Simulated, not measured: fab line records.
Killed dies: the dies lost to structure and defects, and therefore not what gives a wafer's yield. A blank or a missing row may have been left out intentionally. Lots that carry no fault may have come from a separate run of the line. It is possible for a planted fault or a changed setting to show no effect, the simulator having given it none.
Problem report in the 8D (eight disciplines) form, filled by code	flow gf180mcu	the parts of the form that need people (team, actions taken, sign-off) are left out

== 1. WHAT WENT WRONG ==
Across 6 wafers from 2 lots, VT_IMPLANT_4_TW at GF_VT_IMPLANT_TW_MEAS_43 averages 618, while fault-free wafers read 692 with a standard deviation of 3.9. Measured from the usual mean, that is -19 standard deviations.
First observed at day 10 06:27: wafer L676.4, on film metro-04. The record has a number at this step for 39 wafers belonging to 13 lots. Rule for "out" (also "out of limits"): further than 4 standard deviations from the usual mean. The other wafers with a number count as sound.

== 2. WHAT THIS IS AND IS NOT ==
question	is	is not
which readings at this step	VT_IMPLANT_4_TW	-
which lots	L676, L679	L667, L669, L670, L671, L683, L684, L685, L686, L688, L689, L690
which wafers of those lots	all that have a number	-
read on which gauges	film metro-03, film metro-04	film metro-02
when	from day 10 06:27	up to then (12 sound wafers); but 21 sound wafers of L683, L684, L685, L686, L688, L689, L690 came after

== 3. SUSPECTS, AND WHAT RULES EACH OUT ==
Counting: a tool at any process step up to the reading remains a suspect when it ran all the lots that are out and ran no sound lot after the first of those.
- ruled out: the gauge at GF_VT_IMPLANT_TW_MEAS_43. Those wafers that are out were read across 2 gauges (film metro-03, film metro-04).
- implanter-01 at GF_VT_IMPLANT_IMPLANT_41: ruled out as a lasting fault. After its first lot that is out, L676 (day 10 06:14), sound lots L689 ran on it.
Left after counting: nothing in the record.

== 4. THE CAUSE (what the simulator had put in) ==
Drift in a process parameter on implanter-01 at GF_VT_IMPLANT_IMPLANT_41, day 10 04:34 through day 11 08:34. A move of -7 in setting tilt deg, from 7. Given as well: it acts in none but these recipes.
It was ruled out by counting, in error; the rule expects a fault to strike all lots run on its tool from its start on, and this fault did not.

== 5. SEQUENCE OF EFFECTS, ordered by route ==
One row per reading whose mean, taken over the struck wafers that have a number, lies over 3 standard deviations from the usual. Readings are gone through only where the record gives a usual standard deviation; hours: the median, over the lots, of the time from a lot's start at the first step in this table giving one to that lot's start at this step; sigmas: the change measured in usual standard deviations.
hours	step	reading	usual	on struck wafers	change	sigmas
0	GF_VT_IMPLANT_IMPLANT_41	tilt deg	6.999 degrees	-0.016	-7.015	-99 or more
0	GF_VT_IMPLANT_TW_MEAS_43	VT_IMPLANT_4_TW	692	618	-74	-19
Here are the process steps it includes:
- GF_VT_IMPLANT_IMPLANT_41
Later steps that measure or inspect, where all struck wafers having a row at the step show a number for every such reading and not one has moved that far: GF_DUAL_GATE_THK_MEAS_03.

== 6. WHAT WOULD HAVE CAUGHT IT SOONER ==
The first out-of-limits reading at a measuring or inspecting step in this record came at day 10 06:27, 2 hours after the fault's start at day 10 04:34.
Tool's own readings at GF_VT_IMPLANT_IMPLANT_41, tilt deg: out on all struck wafers the step has rows for; an alarm limit on them would have tripped on the first.
